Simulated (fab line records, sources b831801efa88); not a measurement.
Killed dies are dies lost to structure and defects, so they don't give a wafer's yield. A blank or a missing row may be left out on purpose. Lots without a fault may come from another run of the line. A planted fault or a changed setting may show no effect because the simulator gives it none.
fab line records | flow sky130
record lots=6 wafers=18 last_day=50
route steps=708 shown VIA3@591 METAL4@598 CAP2M@603 PAD_OPEN@708
lots that met no fault: from a run of the same line without faults
start_h: hours from the record's first day to the start of the lot's first wafer shown | wait_h: hours since the lot's step before | " the same as in the row above | L1.1+2: a row that stands for several wafers | - no value, or no start given | * or withheld: withheld | < > ~ a bound
route shown NAME@n: a module of which the file shows steps, and the number in the route of the first | usual: mean/standard deviation of fault-free wafers | same: alike in all rows | chamber/n: place in a boat | sites: the reading at each site | _std_site: their standard deviation | _edge_site: outer sites' mean less inner sites' | radius_mm: how far each site lies from the wafer's centre | mask NAME#n: copy n | behind: the tool/chamber that last shaped the wafer | hold: why the lot was held/for how many hours/how that ended | device: the transistor (n, p or np) that didn't switch | end of line: the same wafers' tests at the end of the route | a step without rows: its recipe alone | killed: dies lost to structure and defects at the first sort, not the wafer's yield | map: a wafer's dies, x killed, . not, _ none there
set.NAME: the setting as run; set.NAME@STEP: as run at that earlier step | model.NAME: the simulator's own value behind a step, which no gauge read
lots at some steps of the route; a table a step, a row a wafer
services: from which hour (start_h, from the record's first day; less than 0 if before it) a tool's chamber was out of use, for how many hours, and why
## steps
# step SKY_VIA3_CLEAN_18
# recipe chemistry=IPA time_s=180 temp_c=25
# step SKY_VIA3_CLEAN_19
# recipe chemistry=O3/DIW dry=n2_spin
# step SKY_VIA3_SPUTTER_20
# recipe material=TiN target_thk_nm=20 chamber_pressure_pa=5 power_w=4000 time_s=80
# step SKY_VIA3_CVD_21
# recipe material=W target_thk_nm=390 time_s=117.31 temp_c=400 pressure_torr=40
# step SKY_VIA3_RS_MEAS_22
# recipe thk_meas_gauge=four-point-probe reads=W_of_VIA3_CVD_21+TiN_of_VIA3_SPUTTER_20
# usual VIA3_W_RS=0.2932/0.0024
# columns lot.wafer tool chamber start_h wait_h VIA3_W_RS[ohm/sq]
L812.3 film_metro-01 - 953.02 0.1 0.2916
L812.4 " - " " 0.2941
L812.5 " - " " 0.2942
L813.2 film_metro-02 - 967.74 0.1 0.2907
L813.3 " - " " 0.2905
L813.5 " - " " 0.2894
L824.4 film_metro-02 - 1042.05 0.1 0.2931
L824.5 " - " " 0.2941
L824.6 " - " " 0.2892
L827.1 film_metro-02 - 1061.49 0.1 0.2964
L827.3 " - " " 0.2922
L827.5 " - " " 0.2908
L832.1 film_metro-01 - 1088.10 0.1 0.2934
L832.5 " - " " 0.2973
L832.6 " - " " 0.2957
L833.3 film_metro-01 - 1091.56 0.1 0.2948
L833.4 " - " " 0.2903
L833.5 " - " " 0.2933
# step SKY_VIA3_THK_MEAS_23
# recipe thk_meas_gauge=xrf reads=W_of_VIA3_CVD_21
# usual VIA3_W_THK=387/5.3
# columns lot.wafer tool chamber start_h wait_h VIA3_W_THK[nm]
L812.3 film_metro-01 - 953.12 0.1 386
L812.4 " - " " 385
L812.5 " - " " 385
L813.2 film_metro-02 - 967.85 0.1 391
L813.3 " - " " 396
L813.5 " - " " 394
L824.4 film_metro-02 - 1042.14 0.1 391
L824.5 " - " " 389
L824.6 " - " " 394
L827.1 film_metro-02 - 1061.61 0.1 380
L827.3 " - " " 389
L827.5 " - " " 388
L832.1 film_metro-01 - 1088.22 0.1 385
L832.5 " - " " 380
L832.6 " - " " 385
L833.3 film_metro-01 - 1091.66 0.1 385
L833.4 " - " " 392
L833.5 " - " " 387
# step SKY_VIA3_CMP_24
# recipe stop_on=SiO2 t_overpolish_s=20 down_force_psi=3.5 platen_rpm=60 target_thk_nm=0 pad_velocity_m_s=0.94248
# step SKY_METAL4_SPUTTER_00
# recipe material=Ti target_thk_nm=15 power_w=3000 time_s=10 chamber_pressure_pa=0.4
# usual throttle_valve_pct=30.6/1.2
# columns lot.wafer tool chamber start_h wait_h throttle_valve_pct
L812.3 pvd_sputter-04 - 953.46 0.1 31.0
L812.4 " - " " 29.1
L812.5 " - " " 29.8
L813.2 pvd_sputter-02 - 968.20 0.2 28.6
L813.3 " - " " 30.5
L813.5 " - " " 30.5
L824.4 pvd_sputter-01 - 1042.69 0.2 30.7
L824.5 " - " " 31.1
L824.6 " - " " 29.5
L827.1 pvd_sputter-02 - 1061.97 0.2 31.4
L827.3 " - " " 33.6
L827.5 " - " " 31.8
L832.1 pvd_sputter-01 - 1088.58 0.2 30.3
L832.5 " - " " 30.6
L832.6 " - " " 30.9
L833.3 pvd_sputter-02 - 1092.00 0.1 30.5
L833.4 " - " " 28.7
L833.5 " - " " 33.5
# step SKY_METAL4_SPUTTER_01
# recipe material=TiN target_thk_nm=20 power_w=6500 time_s=16.7 chamber_pressure_pa=0.4
# step SKY_METAL4_SPUTTER_02
# recipe material=AlCu target_thk_nm=735 power_w=10600 time_s=39.1 chamber_pressure_pa=0.4
# usual throttle_valve_pct=30.6/1.2
# columns lot.wafer tool chamber start_h wait_h throttle_valve_pct
L812.3 pvd_sputter-04 - 953.51 0.0 31.1
L812.4 " - " " 28.8
L812.5 " - " " 29.8
L813.2 pvd_sputter-02 - 968.25 0.0 28.3
L813.3 " - " " 30.4
L813.5 " - " " 30.4
L824.4 pvd_sputter-01 - 1042.74 0.0 30.8
L824.5 " - " " 31.0
L824.6 " - " " 30.1
L827.1 pvd_sputter-02 - 1062.01 0.0 31.7
L827.3 " - " " 33.5
L827.5 " - " " 31.5
L832.1 pvd_sputter-01 - 1088.63 0.0 30.2
L832.5 " - " " 30.7
L832.6 " - " " 31.2
L833.3 pvd_sputter-02 - 1092.05 0.0 30.7
L833.4 " - " " 28.6
L833.5 " - " " 33.4
# step SKY_METAL4_SPUTTER_03
# recipe material=Ti target_thk_nm=5 power_w=3000 time_s=3.3 chamber_pressure_pa=0.4
# usual throttle_valve_pct=30.6/1.2
# columns lot.wafer tool chamber start_h wait_h throttle_valve_pct
L812.3 pvd_sputter-04 - 953.55 0.0 30.5
L812.4 " - " " 29.2
L812.5 " - " " 29.4
L813.2 pvd_sputter-02 - 968.28 0.0 28.7
L813.3 " - " " 30.6
L813.5 " - " " 30.9
L824.4 pvd_sputter-01 - 1042.77 0.0 30.8
L824.5 " - " " 31.2
L824.6 " - " " 29.8
L827.1 pvd_sputter-02 - 1062.05 0.0 31.8
L827.3 " - " " 33.7
L827.5 " - " " 31.8
L832.1 pvd_sputter-01 - 1088.66 0.0 30.2
L832.5 " - " " 30.7
L832.6 " - " " 31.1
L833.3 pvd_sputter-02 - 1092.09 0.0 30.6
L833.4 " - " " 28.6
L833.5 " - " " 33.1
# step SKY_METAL4_SPUTTER_04
# recipe material=TiN target_thk_nm=70 power_w=6500 time_s=58.3 chamber_pressure_pa=0.4
# usual throttle_valve_pct=30.6/1.2
# columns lot.wafer tool chamber start_h wait_h throttle_valve_pct
L812.3 pvd_sputter-04 - 953.57 0.0 30.4
L812.4 " - " " 28.9
L812.5 " - " " 29.6
L813.2 pvd_sputter-02 - 968.30 0.0 28.7
L813.3 " - " " 30.6
L813.5 " - " " 30.7
L824.4 pvd_sputter-01 - 1042.81 0.0 30.7
L824.5 " - " " 31.1
L824.6 " - " " 30.2
L827.1 pvd_sputter-02 - 1062.07 0.0 31.8
L827.3 " - " " 33.4
L827.5 " - " " 31.8
L832.1 pvd_sputter-01 - 1088.68 0.0 30.3
L832.5 " - " " 30.7
L832.6 " - " " 30.9
L833.3 pvd_sputter-02 - 1092.10 0.0 30.7
L833.4 " - " " 28.8
L833.5 " - " " 33.5
# step SKY_CAP2M_CVD_00
# recipe material=SiO2 target_thk_nm=15.5 temp_c=400 time_s=withheld rf_w=450
# usual heater_power_w=842/100
# columns lot.wafer tool chamber start_h wait_h heater_power_w model.SiO2_of_CAP2M_CVD_00.thk_nm
L812.3 pecvd-04 2 953.62 0.0 776 15.1
L812.4 " 1 " " 784 15.43
L812.5 " 2 " " 794 15.37
L813.2 pecvd-03 1 968.35 0.0 808 15.27
L813.3 " 2 " " 940 15.41
L813.5 " 0 " " 791 15.62
L824.4 pecvd-04 2 1042.84 0.0 957 15.45
L824.5 " 2 " " 932 20.77
L824.6 " 0 " " 920 20.67
L827.1 pecvd-04 0 1062.12 0.0 873 15.6
L827.3 " 2 " " 847 20.47
L827.5 " 2 " " 852 21
L832.1 pecvd-03 1 1088.73 0.0 970 15.24
L832.5 " 2 " " 996 15.76
L832.6 " 1 " " 967 15.57
L833.3 pecvd-03 0 1092.15 0.0 773 15.55
L833.4 " 0 " " 770 15.68
L833.5 " 1 " " 915 15.62
# step SKY_CAP2M_THK_MEAS_01
# recipe reads=SiO2_of_CAP2M_CVD_00
# usual CAP2M_CVD_00_THK=15.50/0.2
# columns lot.wafer tool chamber start_h wait_h CAP2M_CVD_00_THK[nm]
L812.3 film_metro-04 - 953.66 - 15.14
L812.4 " - " " 15.43
L812.5 " - " " 15.35
L813.2 film_metro-04 - 968.38 - 15.26
L813.3 " - " " 15.43
L813.5 " - " " 15.64
L824.4 film_metro-03 - 1042.89 - 15.46
L824.5 " - " " 20.76
L824.6 " - " " 20.70
L827.1 film_metro-04 - 1062.14 - 15.63
L827.3 " - " " 20.48
L827.5 " - " " 21.02
L832.1 film_metro-02 - 1088.75 - 15.25
L832.5 " - " " 15.74
L832.6 " - " " 15.57
L833.3 film_metro-03 - 1092.19 - 15.54
L833.4 " - " " 15.71
L833.5 " - " " 15.64
# step SKY_CAP2M_SPUTTER_02
# recipe material=TiN target_thk_nm=200 temp_c=300 power_w=6500 time_s=166.7 chamber_pressure_pa=0.4
# usual substrate_temp_c=299.99/0.18 throttle_valve_pct=30.5/1.1
# columns lot.wafer tool chamber start_h wait_h substrate_temp_c throttle_valve_pct
L812.3 pvd_sputter-01 - 953.70 0.0 300.12 30.3
L812.4 " - " " 300.08 31.1
L812.5 " - " " 300.15 30.8
L813.2 pvd_sputter-01 - 968.43 0.0 299.66 30.8
L813.3 " - " " 299.98 31.0
L813.5 " - " " 299.95 30.9
L824.4 pvd_sputter-02 - 1042.92 0.0 299.92 28.8
L824.5 " - " " 299.72 28.8
L824.6 " - " " 300.25 33.6
L827.1 pvd_sputter-01 - 1062.20 0.1 299.78 30.8
L827.3 " - " " 300.50 31.1
L827.5 " - " " 299.66 30.9
L832.1 pvd_sputter-01 - 1088.81 0.1 299.79 30.7
L832.5 " - " " 299.88 30.1
L832.6 " - " " 299.91 30.1
L833.3 pvd_sputter-01 - 1092.23 0.0 299.86 29.7
L833.4 " - " " 299.88 31.0
L833.5 " - " " 300.14 30.0
# step SKY_CAP2M_RS_MEAS_03
# recipe thk_meas_gauge=four-point-probe reads=TiN_of_CAP2M_SPUTTER_02
# usual CAP2M_TIN_RS=6.93/0.057
# columns lot.wafer tool chamber start_h wait_h CAP2M_TIN_RS[ohm/sq]
L812.3 film_metro-04 - 953.85 0.1 6.90
L812.4 " - " " 6.98
L812.5 " - " " 6.99
L813.2 film_metro-04 - 968.56 0.1 6.98
L813.3 " - " " 6.98
L813.5 " - " " 7.02
L824.4 film_metro-03 - 1043.09 0.1 6.82
L824.5 " - " " 6.90
L824.6 " - " " 6.91
L827.1 film_metro-02 - 1062.31 0.1 6.93
L827.3 " - " " 6.93
L827.5 " - " " 6.95
L832.1 film_metro-03 - 1088.92 0.1 6.93
L832.5 " - " " 6.95
L832.6 " - " " 6.90
L833.3 film_metro-04 - 1092.38 0.1 6.97
L833.4 " - " " 7.01
L833.5 " - " " 6.99
# step SKY_CAP2M_THK_MEAS_04
# recipe thk_meas_gauge=xrf reads=TiN_of_CAP2M_SPUTTER_02
# usual CAP2M_TIN_THK=201.5/2.2
# columns lot.wafer tool chamber start_h wait_h CAP2M_TIN_THK[nm]
L812.3 film_metro-04 - 953.95 0.1 202.0
L812.4 " - " " 199.8
L812.5 " - " " 199.4
L813.2 film_metro-04 - 968.67 0.1 200.2
L813.3 " - " " 200.8
L813.5 " - " " 199.7
L824.4 film_metro-03 - 1043.18 0.1 207.5
L824.5 " - " " 204.7
L824.6 " - " " 204.3
L827.1 film_metro-02 - 1062.43 0.1 200.9
L827.3 " - " " 200.7
L827.5 " - " " 199.7
L832.1 film_metro-03 - 1089.04 0.1 203.6
L832.5 " - " " 203.7
L832.6 " - " " 204.9
L833.3 film_metro-04 - 1092.48 0.1 199.3
L833.4 " - " " 198.6
L833.5 " - " " 199.9
# step SKY_CAP2M_DEHYDRATE_05
# recipe temp_c=200 time_s=60
# step SKY_CAP2M_HMDS_06
# recipe prime_time_s=60 prime_temp_c=120
# step SKY_CAP2M_COAT_07
# recipe resist=NOVOLAK spin_rpm=3000 resist_thk_nm=1140
# step SKY_CAP2M_SOFTBAKE_08
# recipe temp_c=90 time_s=60 resist=NOVOLAK
# step SKY_CAP2M_EXPOSE_09
# recipe mask_id=CAP2M na=0.6 source_shape=conventional sigma_outer=0.6 polarization=unpolarized target_cd_nm=1000 dose_mj=159
# step SKY_CAP2M_PEB_10
# recipe temp_c=withheld time_s=* resist=NOVOLAK
# step SKY_CAP2M_DEVELOP_11
# recipe resist=NOVOLAK developer=TMAH develop_time_s=60 dev_temp_c=23
# step SKY_CAP2M_OVL_MEAS_12
# usual CAP2M_OVL=0.4/1.4
# columns lot.wafer tool chamber start_h wait_h CAP2M_OVL[nm]
L812.3 overlay-01 - 978.45 0.1 1.5
L812.4 " - " " 0.6
L812.5 " - " " -0.5
L813.2 overlay-01 - 992.16 0.1 -0.3
L813.3 " - " " 1.1
L813.5 " - " " 1.2
L824.4 overlay-01 - 1065.23 0.1 -1.1
L824.5 " - " " -0.7
L824.6 " - " " 1.3
L827.1 overlay-01 - 1083.81 0.1 0.3
L827.3 " - " " 0.8
L827.5 " - " " 0.7
L832.1 overlay-02 - 1109.06 0.1 0.0
L832.5 " - " " -0.2
L832.6 " - " " -0.2
L833.3 overlay-01 - 1112.53 0.1 -0.4
L833.4 " - " " -0.3
L833.5 " - " " 0.6
# step SKY_CAP2M_METAL_ETCH_13
# recipe target_depth_nm=220 stop_on=SiO2 chemistry=Cl2/BCl3 target=TiN pressure_mtorr=10 icp_w=900 bias_w=48.5 Cl2_flow_sccm=60 bcl3_flow_sccm=30 time_s=62.9
# step SKY_CAP2M_STRIP_14
# recipe chemistry=O2/N2 power_w=1400 pressure_mtorr=1500 platen_temp_c=withheld o2_flow_sccm=3000 n2_flow_sccm=300 overash_fraction=0.5
# step SKY_CAP2M_STRIP_15
# recipe chemistry=post_etch_residue_remover time_s=1200 temp_c=72.5
# step SKY_CAP2M_CLEAN_16
# recipe chemistry=IPA time_s=180 temp_c=25
# step SKY_CAP2M_CLEAN_17
# recipe chemistry=O3/DIW dry=n2_spin
# step SKY_METAL4_DEHYDRATE_05
# recipe temp_c=200 time_s=60
# step SKY_METAL4_HMDS_06
# recipe prime_time_s=60 prime_temp_c=120
# step SKY_METAL4_COAT_07
# recipe resist=BARC temp_c=withheld time_s=withheld spin_rpm=3000 resist_thk_nm=60
# step SKY_METAL4_COAT_08
# recipe resist=KrF-thick spin_rpm=3000 resist_thk_nm=1140
# step SKY_METAL4_SOFTBAKE_09
# recipe temp_c=100 time_s=90 resist=KrF-thick
# step SKY_METAL4_EXPOSE_10
# recipe mask_id=MM4 na=0.68 source_shape=annular sigma_inner=0.4 sigma_outer=0.8 target_cd_nm=300 dose_mj=28
# step SKY_METAL4_PEB_11
# recipe peb_temp_c=withheld peb_time_s=withheld resist=KrF-thick
# step SKY_METAL4_DEVELOP_12
# recipe develop_time_s=60 resist=KrF-thick dev_temp_c=21
# step SKY_METAL4_CD_MEAS_13
# recipe target_cd_nm=300
# usual cd_nm=299.6/1.6
# columns lot.wafer tool chamber start_h wait_h cd_nm
L812.3 cd_sem-01 - 1002.40 - 301.3
L812.4 " - " " 300.3
L812.5 " - " " 303.0
L813.2 cd_sem-01 - 1016.13 - 299.2
L813.3 " - " " 298.8
L813.5 " - " " 298.2
L824.4 cd_sem-02 - 1087.76 - 300.8
L824.5 " - " " 300.1
L824.6 " - " " 300.8
L827.1 cd_sem-01 - 1105.06 - 299.2
L827.3 " - " " 300.3
L827.5 " - " " 301.4
L832.1 cd_sem-01 - 1130.36 - 300.9
L832.5 " - " " 299.6
L832.6 " - " " 299.1
L833.3 cd_sem-01 - 1132.85 - 299.1
L833.4 " - " " 300.8
L833.5 " - " " 301.1
# step SKY_METAL4_OVL_MEAS_14
# usual METAL4_OVL=-2/5.5
# columns lot.wafer tool chamber start_h wait_h METAL4_OVL[nm]
L812.3 overlay-02 - 1002.50 0.1 2
L812.4 " - " " -5
L812.5 " - " " 1
L813.2 overlay-02 - 1016.23 0.1 -3
L813.3 " - " " -12
L813.5 " - " " -11
L824.4 overlay-02 - 1087.84 0.1 5
L824.5 " - " " 5
L824.6 " - " " 3
L827.1 overlay-02 - 1105.18 0.1 -4
L827.3 " - " " -9
L827.5 " - " " -6
L832.1 overlay-02 - 1130.48 0.1 4
L832.5 " - " " 7
L832.6 " - " " 1
L833.3 overlay-01 - 1132.95 0.1 0
L833.4 " - " " 4
L833.5 " - " " 8
# step SKY_METAL4_DESCUM_15
# recipe chemistry=O2 source_power_w=150 bias_power_w=0 pressure_mtorr=10 temp_c=40 time_s=8
# step SKY_METAL4_ETCH_16
# recipe chemistry=N2/H2 target=BARC ion_energy_ev=200 bias_w=100 pressure_mtorr=30 n2_flow_sccm=100 h2_flow_sccm=200 icp_w=500 stop_on=SiO2 time_s=88.2 target_depth_a=600
# step SKY_METAL4_ETCH_17
# recipe target=SiO2 stop_on=TiN chemistry=C4F8/O2/Ar source_w=1500 bias_w=1200 pressure_mtorr=40 c4f8_flow_sccm=withheld O2_flow_sccm=6 Ar_flow_sccm=300 time_s=3.9 target_depth_a=150
# usual oes_product_au=0.754/0.0068
# columns lot.wafer tool chamber start_h wait_h oes_product_au rf_hours_counter_h model.etch.depth_nm
L812.3 rie_diel-03 2 1002.78 0.1 0.740 21 15.1
L812.4 " 1 " " 0.752 10 15.43
L812.5 " 1 " " 0.745 - 15.37
L813.2 rie_diel-02 1 1016.39 0.1 0.748 5 15.27
L813.3 " 3 " " 0.749 2 15.41
L813.5 " 3 " " 0.756 - 15.62
L824.4 rie_diel-03 3 1087.99 0.0 0.758 19 15.45
L824.5 " 2 " " 0.880 - 20.77
L824.6 " 1 " " 0.877 - 20.67
L827.1 rie_diel-03 2 1105.34 0.1 0.750 24 15.6
L827.3 " 3 " " 0.875 19 20.47
L827.5 " 1 " " 0.888 - 21
L832.1 rie_diel-01 1 1130.65 0.1 0.753 2 15.24
L832.5 " 0 " " 0.761 - 15.76
L832.6 " 3 " " 0.758 - 15.57
L833.3 rie_diel-03 3 1133.10 0.0 0.759 20 15.55
L833.4 " 1 " " 0.761 14 15.68
L833.5 " 3 " " 0.760 - 15.62
# step SKY_PAD_OPEN_PROBE_99
# usual defect_limited_yield=82.7/1.9 killed_at_M0_to_M3=43/7.1 killed_at_M4_up=3.2/1.9 killed_at_contacts=23/5.1 killed_at_front_end=15/4.5 killed_at_other=0.4/0.65 killed_dies=85/9.4 killed_open=47/6.8 killed_short=38/6.1
# same gross_dies=492 killed_at_back_side=0
# columns lot.wafer tool chamber start_h wait_h defect_limited_yield[%] killed_at_M0_to_M3 killed_at_M4_up killed_at_contacts killed_at_front_end killed_at_other killed_dies killed_open killed_short model.etest.tester.sort_n_pass model.etest.tester.sort_yield_pct model.etest.tester.sort_bin_5_pct model.etest.cap_mim2.bv_v model.etest.cap_mim2.leak_log10_a_cm2 model.etest.cap_mim2.c_ff_um2 model.etest.tester.sort_bin_8_pct
L812.3 prober-02 - 1097.17 0.2 84.6 30 1 25 20 0 76 44 30 416 84.55 8.333 13.24 -8.894 2.421 0
L812.4 prober-02 - 1097.22 0.2 85.2 34 2 31 6 0 73 40 33 419 85.16 8.13 13.75 -8.923 2.346 0
L812.5 prober-02 - 1097.27 0.2 82.3 45 11 19 12 0 87 50 35 405 82.32 10.37 13.66 -8.887 2.362 0
L813.2 prober-01 - 1109.91 0.1 81.1 49 3 27 12 2 93 57 36 399 81.1 11.18 13.51 -8.808 2.379 0
L813.3 prober-01 - 1109.96 0.2 79.7 54 6 27 13 0 100 48 52 392 79.67 12.6 13.4 -8.616 2.344 0
L813.5 prober-01 - 1110.06 0.2 83.9 44 3 11 21 0 79 41 38 413 83.94 8.537 14.04 -8.931 2.329 0
L824.4 prober-01 - 1171.62 0.2 86.8 29 4 17 15 0 65 38 27 427 86.79 7.724 13.88 -8.879 2.353 0
L824.5 prober-01 - 1171.67 0.2 82.9 44 4 18 17 1 84 45 38 163 33.13 58.74 18.9 -9.907 1.741 7.916e-05
L824.6 prober-01 - 1171.72 0.2 82.5 50 6 16 14 0 86 41 45 138 28.05 64.43 18.28 -9.938 1.739 0.0001447
L827.1 prober-01 - 1184.29 0.1 81.9 36 1 27 25 0 89 46 43 403 81.91 10.57 13.6 -8.964 2.333 0
L827.3 prober-01 - 1184.39 0.2 85.0 43 3 19 9 0 74 33 41 284 57.72 35.98 18.11 -9.846 1.78 5.005e-06
L827.5 prober-01 - 1184.49 0.2 83.1 42 1 25 14 1 83 49 34 124 25.2 69.11 18.92 -10.15 1.728 0.0001229
L832.1 prober-02 - 1203.68 0.1 79.7 52 6 33 9 0 100 59 41 392 79.67 13.01 14.35 -8.882 2.374 0
L832.5 prober-02 - 1203.88 0.2 87.8 34 4 17 5 0 60 43 17 432 87.8 7.317 13.77 -9.13 2.303 0
L832.6 prober-02 - 1203.93 0.2 81.7 47 3 23 17 0 90 41 49 402 81.71 9.959 13.23 -8.819 2.326 0
L833.3 prober-02 - 1206.13 0.2 82.9 35 4 31 13 1 84 39 44 408 82.93 9.959 13.65 -9.024 2.321 0
L833.4 prober-02 - 1206.18 0.2 82.1 47 4 24 13 0 88 45 43 404 82.11 11.18 14.17 -8.843 2.319 0
L833.5 prober-02 - 1206.23 0.2 84.3 34 1 18 24 0 77 41 36 415 84.35 8.333 13.67 -9.057 2.329 0
# killed by level:class
L812.3 LI_CONTACT:geometric_particle:open=10 CONTACT:geometric_particle:open=8 VIA1:geometric_particle:open=6 FIELD_ISO:geometric_particle:open=5 FIELD_ISO:geometric_particle:short=4 POLY_GATE:geometric_particle:short=4 VIA2:geometric_particle:open=4 CONTACT:geometric_particle:short=4
L812.4 LI_CONTACT:geometric_particle:open=8 CONTACT:geometric_particle:open=8 VIA2:geometric_particle:open=6 CONTACT:geometric_particle:short=6 METAL1:geometric_particle:short=6 VIA1:geometric_particle:open=5 LOCAL_INTERCONNECT:geometric_particle:short=5 METAL2:geometric_particle:short=5
L812.5 VIA1:geometric_particle:open=13 LI_CONTACT:geometric_particle:open=8 CONTACT:geometric_particle:open=7 METAL4:geometric_particle:short=7 METAL2:geometric_particle:short=6 VIA3:geometric_particle:open=6 FIELD_ISO:geometric_particle:open=5 VIA2:geometric_particle:open=5
L813.2 CONTACT:geometric_particle:open=12 VIA1:geometric_particle:open=12 VIA2:geometric_particle:open=11 VIA1:geometric_particle:short=7 POLY_GATE:geometric_particle:open=5 LI_CONTACT:geometric_particle:open=5 METAL1:geometric_particle:short=5 VIA3:geometric_particle:open=5
L813.3 VIA1:geometric_particle:open=10 CONTACT:geometric_particle:open=9 FIELD_ISO:geometric_particle:short=7 VIA1:geometric_particle:short=7 VIA3:geometric_particle:open=7 LI_CONTACT:geometric_particle:short=6 VIA2:geometric_particle:open=6 METAL1:geometric_particle:short=5
L813.5 VIA1:geometric_particle:open=12 POLY_GATE:geometric_particle:open=6 VIA3:geometric_particle:open=6 METAL2:geometric_particle:short=5 VIA2:geometric_particle:short=5 VIA2:geometric_particle:open=5 FIELD_ISO:geometric_particle:short=4 METAL1:geometric_particle:short=4
L824.4 LI_CONTACT:geometric_particle:open=5 CONTACT:geometric_particle:open=5 VIA3:geometric_particle:open=5 CONTACT:geometric_particle:short=4 VIA1:geometric_particle:open=4 VIA2:geometric_particle:open=4 FIELD_ISO:geometric_particle:short=3 FIELD_ISO:geometric_particle:open=3
L824.5 VIA1:geometric_particle:open=10 CONTACT:geometric_particle:open=7 VIA3:geometric_particle:open=7 FIELD_ISO:geometric_particle:open=5 CONTACT:geometric_particle:short=5 METAL1:geometric_particle:short=5 VIA2:geometric_particle:short=4 VIA3:geometric_particle:short=4
L824.6 VIA2:geometric_particle:open=8 VIA3:geometric_particle:open=8 VIA1:geometric_particle:open=7 VIA1:geometric_particle:short=6 VIA2:geometric_particle:short=6 FIELD_ISO:geometric_particle:short=5 METAL1:geometric_particle:short=5 METAL4:geometric_particle:short=5
L827.1 POLY_GATE:geometric_particle:open=8 METAL2:geometric_particle:short=8 LI_CONTACT:geometric_particle:open=7 CONTACT:geometric_particle:open=7 VIA2:geometric_particle:open=6 CONTACT:geometric_particle:short=6 FIELD_ISO:geometric_particle:open=5 VIA1:geometric_particle:open=5
L827.3 VIA2:geometric_particle:open=10 METAL1:geometric_particle:short=8 VIA1:geometric_particle:open=7 VIA2:geometric_particle:short=6 METAL2:geometric_particle:short=5 CONTACT:geometric_particle:short=4 LI_CONTACT:geometric_particle:short=4 LI_CONTACT:geometric_particle:open=4
L827.5 VIA1:geometric_particle:open=10 CONTACT:geometric_particle:open=10 VIA3:geometric_particle:open=9 LI_CONTACT:geometric_particle:open=6 CONTACT:geometric_particle:short=6 METAL1:geometric_particle:short=6 VIA2:geometric_particle:open=5 FIELD_ISO:geometric_particle:open=4
L832.1 CONTACT:geometric_particle:open=12 VIA2:geometric_particle:open=11 VIA1:geometric_particle:open=11 LOCAL_INTERCONNECT:geometric_particle:short=8 METAL1:geometric_particle:short=7 LI_CONTACT:geometric_particle:open=6 CONTACT:geometric_particle:short=5 VIA3:geometric_particle:open=5
L832.5 VIA3:geometric_particle:open=10 VIA1:geometric_particle:open=9 CONTACT:geometric_particle:open=7 VIA2:geometric_particle:open=6 LI_CONTACT:geometric_particle:open=3 VIA1:geometric_particle:short=3 METAL4:geometric_particle:open=2 FIELD_ISO:geometric_particle:open=2
L832.6 VIA1:geometric_particle:open=9 VIA1:geometric_particle:short=8 FIELD_ISO:geometric_particle:open=7 FIELD_ISO:geometric_particle:short=7 LI_CONTACT:geometric_particle:short=5 LI_CONTACT:geometric_particle:open=5 CONTACT:geometric_particle:short=5 VIA3:geometric_particle:open=5
L833.3 CONTACT:geometric_particle:open=14 FIELD_ISO:geometric_particle:short=7 METAL1:geometric_particle:short=6 VIA1:geometric_particle:open=6 CONTACT:geometric_particle:short=5 VIA1:geometric_particle:short=5 FIELD_ISO:geometric_particle:open=4 LI_CONTACT:geometric_particle:short=4
L833.4 VIA1:geometric_particle:open=10 LI_CONTACT:geometric_particle:open=9 VIA3:geometric_particle:open=7 CONTACT:geometric_particle:open=6 METAL1:geometric_particle:short=6 VIA1:geometric_particle:short=6 METAL2:geometric_particle:short=6 CONTACT:geometric_particle:short=5
L833.5 FIELD_ISO:geometric_particle:short=10 VIA3:geometric_particle:open=7 FIELD_ISO:geometric_particle:open=6 LI_CONTACT:geometric_particle:open=6 CONTACT:geometric_particle:short=5 VIA1:geometric_particle:open=5 POLY_GATE:geometric_particle:open=4 CONTACT:geometric_particle:open=4
## services
# columns tool chamber start_h hours kind
rie_diel-02 3 935.49 6.2 repair
rie_diel-03 1 960.49 13.2 repair
pecvd-03 - 983.07 5.5 pm
rie_diel-01 - 983.21 0.4 repair
pvd_sputter-04 - 983.99 1.9 repair
pvd_sputter-02 - 1001.31 36.9 repair
pecvd-03 2 1004.55 23.2 repair
pecvd-04 1 1019.71 4.1 repair
pvd_sputter-01 1 1041.41 - consumable_replace:kit
pvd_sputter-01 1 1041.41 18.0 scheduled_down
pvd_sputter-01 1 1041.41 18.0 vent_cycle
rie_diel-01 1 1043.82 1.2 repair
pvd_sputter-02 2 1053.12 - consumable_replace:kit
pvd_sputter-04 - 1057.39 14.6 repair
pecvd-04 0 1067.44 3.6 repair
rie_diel-03 - 1067.55 1.7 repair
rie_diel-01 - 1087.73 0.3 repair
rie_diel-03 - 1098.18 2.8 pm
rie_diel-01 - 1106.19 0.9 repair
rie_diel-02 1 1106.40 12.8 repair
pecvd-04 - 1108.63 0.6 repair
pvd_sputter-01 - 1116.54 2.1 repair
pecvd-03 - 1122.82 28.1 pm
pecvd-04 1 1125.42 5.0 repair
## key
first_sign step=SKY_CAP2M_THK_MEAS_01 reading=CAP2M_CVD_00_THK direction=up sigmas=26 usual=15.50 struck=20.74
effect step=SKY_METAL4_ETCH_17 reading=oes_product_au direction=up sigmas=19 usual=0.754 struck=0.880
model_effect step=SKY_CAP2M_CVD_00 value=SiO2_of_CAP2M_CVD_00.thk_nm without=15.61 struck=20.73
model_effect step=SKY_METAL4_ETCH_17 value=etch.depth_nm without=15.61 struck=20.73
model_effect step=SKY_PAD_OPEN_PROBE_99 value=etest.tester.sort_n_pass without=410.2 struck=177.2
met_at SKY_CAP2M_CVD_00
struck_wafers L824.5,L824.6,L827.3,L827.5
onset_between 953.62 1042.84
fault kind=process_parameter_drift tool=pecvd-04 chamber=- onset_h=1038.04 steps=SKY_CAP2M_CVD_00 channel=target_thk_nm offset=5.1087 shape=step end_h=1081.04 scope=struck_wafers_only acts_in=these_recipes_only stated=15.5
